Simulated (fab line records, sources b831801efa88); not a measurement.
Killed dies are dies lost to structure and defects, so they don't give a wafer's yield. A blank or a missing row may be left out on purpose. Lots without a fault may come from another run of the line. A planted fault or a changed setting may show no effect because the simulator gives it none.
Problem report in the 8D (eight disciplines) form, filled by code | flow sky130 | the parts of the form that need people (team, actions taken, sign-off) are left out

1. THE PROBLEM
chamber_pressure_pa at SKY_LI_CONTACT_SPUTTER_20 reads a mean of 4.269 Pa on 2 wafers of 2 lots; wafers without a fault read 4.999 Pa with a standard deviation of 0.0098. That is -74 standard deviations from the usual mean.
The step: material TiN, target thk 20 nm, time 80 s.
First seen on wafer L894.6, day 33 01:00, on pvd_sputter-01. The record holds 18 wafers of 6 lots with a number at this step. Rule for "out", or "out of limits": more than 4 standard deviations from the usual mean. The other wafers with a number count as sound.

2. WHAT IT IS AND WHAT IT IS NOT
question                    | is                  | is not
which readings at this step | chamber_pressure_pa | -
which lots                  | L894, L895          | L897, L898, L903, L904
which wafers of those lots  | L894.6, L895.1      | L894.2, L894.4, L895.3, L895.6
read on which tools         | pvd_sputter-01      | pvd_sputter-04
when                        | from day 33 01:00   | up to then (2 sound wafers); but 14 sound wafers of L895, L897, L898, L903, L904 came after

3. SUSPECTS, AND WHAT RULES EACH OUT
Counting: a tool at a process step up to the reading stays a suspect if it ran every lot that is out. Sound lots after the first of them don't rule it out here, since some wafers of a struck lot are sound.
- pvd_sputter-01 at SKY_LI_CONTACT_SPUTTER_19 (material Ti, target thk 20 nm, time 106.37 s): kept. It ran every lot that is out, first L894 (day 33 00:55).
- pvd_sputter-01 at SKY_LI_CONTACT_SPUTTER_20 (material TiN, target thk 20 nm, time 80 s): kept. It ran every lot that is out, first L894 (day 33 01:00). Its own readings are out on those wafers: chamber_pressure_pa.
Left after counting: pvd_sputter-01 at SKY_LI_CONTACT_SPUTTER_19, pvd_sputter-01 at SKY_LI_CONTACT_SPUTTER_20.

4. THE CAUSE (what the simulator had put in)
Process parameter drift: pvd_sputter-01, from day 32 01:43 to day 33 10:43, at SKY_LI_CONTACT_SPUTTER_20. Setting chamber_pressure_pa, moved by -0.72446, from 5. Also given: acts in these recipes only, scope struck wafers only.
Counting left 2 suspects, and this tool is among them.

5. THE CHAIN OF EFFECTS, in route order
Each row: a reading whose mean over the struck wafers that have a number lies more than 3 standard deviations from the usual. Only readings for which the record gives a usual standard deviation are gone through. hours: the time from each lot's start at the first step in this table that gives one to its start at this step, as a median over the lots. sigmas: the change in usual standard deviations.
hours | step                      | reading             | usual    | on struck wafers | change | sigmas
0     | SKY_LI_CONTACT_SPUTTER_20 | chamber_pressure_pa | 4.999 Pa | 4.269            | -0.730 | -74
The process steps in it:
- SKY_LI_CONTACT_SPUTTER_20: material TiN, target thk 20 nm, time 80 s.

6. WHAT WOULD HAVE CAUGHT IT SOONER
In this record the first reading out of limits was taken at day 33 01:00, 23 hours after the fault began at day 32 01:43.
